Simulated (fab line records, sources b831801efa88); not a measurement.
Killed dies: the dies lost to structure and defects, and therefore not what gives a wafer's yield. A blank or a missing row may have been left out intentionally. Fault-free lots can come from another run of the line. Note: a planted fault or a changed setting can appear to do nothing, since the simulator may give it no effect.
A lot that was struck, set against a sound lot :: flow sky130 :: 15 steps out of a route of 708
Sound: the wafers L958.3, L958.4, L958.5. Struck: wafers L967.2, L967.5, L967.6. The cause is named last.
Per side, at each step with rows, come the tool, then ch with its chambers, and then its first start. Under that, the readings that differ: sound wafers :: struck wafers :: difference of the means :: sigmas: that difference in standard deviations of wafers without a fault.
alike: a reading whose means differ by less than 2 such deviations, as well as words and numbers matching on both sides. not compared: withheld readings; readings where some wafer has no value; bounds like >300 that might hide an equal value; numbers whose values overlap and for which the record gives no deviation.
The two part at a step that has a row with sigmas, a row that says differs or no value, or rows on one side only. When numbers do not overlap yet have no deviation, they are printed without sigmas and do not part them. A reading that every wafer of one side lacks parts them only if that side has two wafers or more.

SKY_VIA1_CMP_02: polishes SiO2.
  sound on cmp-01 ch 0,2,3, day 36 03:25; struck on cmp-01 ch 1,2, day 38 22:00
  alike: motor-current-A
SKY_VIA1_BOW_MEAS_03:
  struck on film-metro-04, day 38 22:19; sound on film-metro-03, day 36 03:40
  alike: VIA1_BOW
then, 8 steps without rows for these wafers: SKY_VIA1_DEHYDRATE_04 (time 60 s); SKY_VIA1_HMDS_05 (prime time 60 s); SKY_VIA1_COAT_06 (resist thk 60 nm); SKY_VIA1_COAT_07 (resist thk 450 nm); SKY_VIA1_SOFTBAKE_08 (time 90 s); SKY_VIA1_EXPOSE_09 (exposes mask VIM, target cd 150 nm); SKY_VIA1_PEB_10; SKY_VIA1_DEVELOP_11 (develop time 60 s).
SKY_VIA1_CD_MEAS_12: target cd 150 nm.
  struck on cd-sem-02, day 39 22:02; sound on cd-sem-01, day 37 05:59
  alike: cd-nm
SKY_VIA1_OVL_MEAS_13:
  struck on overlay-01, day 39 22:09; sound on overlay-02, day 37 06:04
  alike: VIA1_OVL
SKY_VIA1_ETCH_14: etches BARC in N2/H2, stops on SiO2, time 45.9 s, target depth 60 nm.
  sound on rie-diel-01 ch 0,1, day 37 06:05; struck on rie-diel-02 ch 0,3, day 39 22:11
reading: bias-w (W)
sound: 100.17 99.74 99.99
struck: 102.69 102.26 101.97
difference: +2.34
sigmas: +8
  alike: drypump-motor-current-A, oes-product-au, throttle-valve-pct
  not compared: rf-hours-counter-h
SKY_VIA1_ETCH_15: etches SiO2 in C4F8/O2/Ar, stops on TiN, target depth 351 nm, time 54 s.
  sound on rie-diel-01 ch 0,1, day 37 06:08; struck on rie-diel-02 ch 0,3, day 39 22:13
  alike: bias-w, oes-product-au
  not compared: rf-hours-counter-h
-- the record jumps here: 10 days lie between the struck wafers' starts before and after (it left off in module VIA1 and takes up again in module PAD_OPEN, whose first step shown is number 708 of the route) --
SKY_PAD_OPEN_PROBE_99:
  struck on prober-01, day 50 07:34; sound on prober-02, day 48 11:22
  alike: defect-limited-yield, killed_at_M0_to_M3, killed_at_M4_up, killed-at-contacts, killed-at-front-end, killed-at-other, killed-dies, killed-open, killed-short, sort_bin_3_pad_short, sort_bin_5_function, sort_bin_6_memory, sort-n-pass, sort-yield-pct

WHERE THEY PART
SKY_VIA1_ETCH_14 only, going by this record. Later steps at which nothing parts them and some readings are alike: SKY_VIA1_ETCH_15, SKY_PAD_OPEN_PROBE_99.

WHY: what had been put in by the simulator
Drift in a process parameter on rie-diel-02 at SKY_VIA1_ETCH_14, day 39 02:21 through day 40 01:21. A move of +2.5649 in setting bias-w, from 100. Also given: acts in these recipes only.
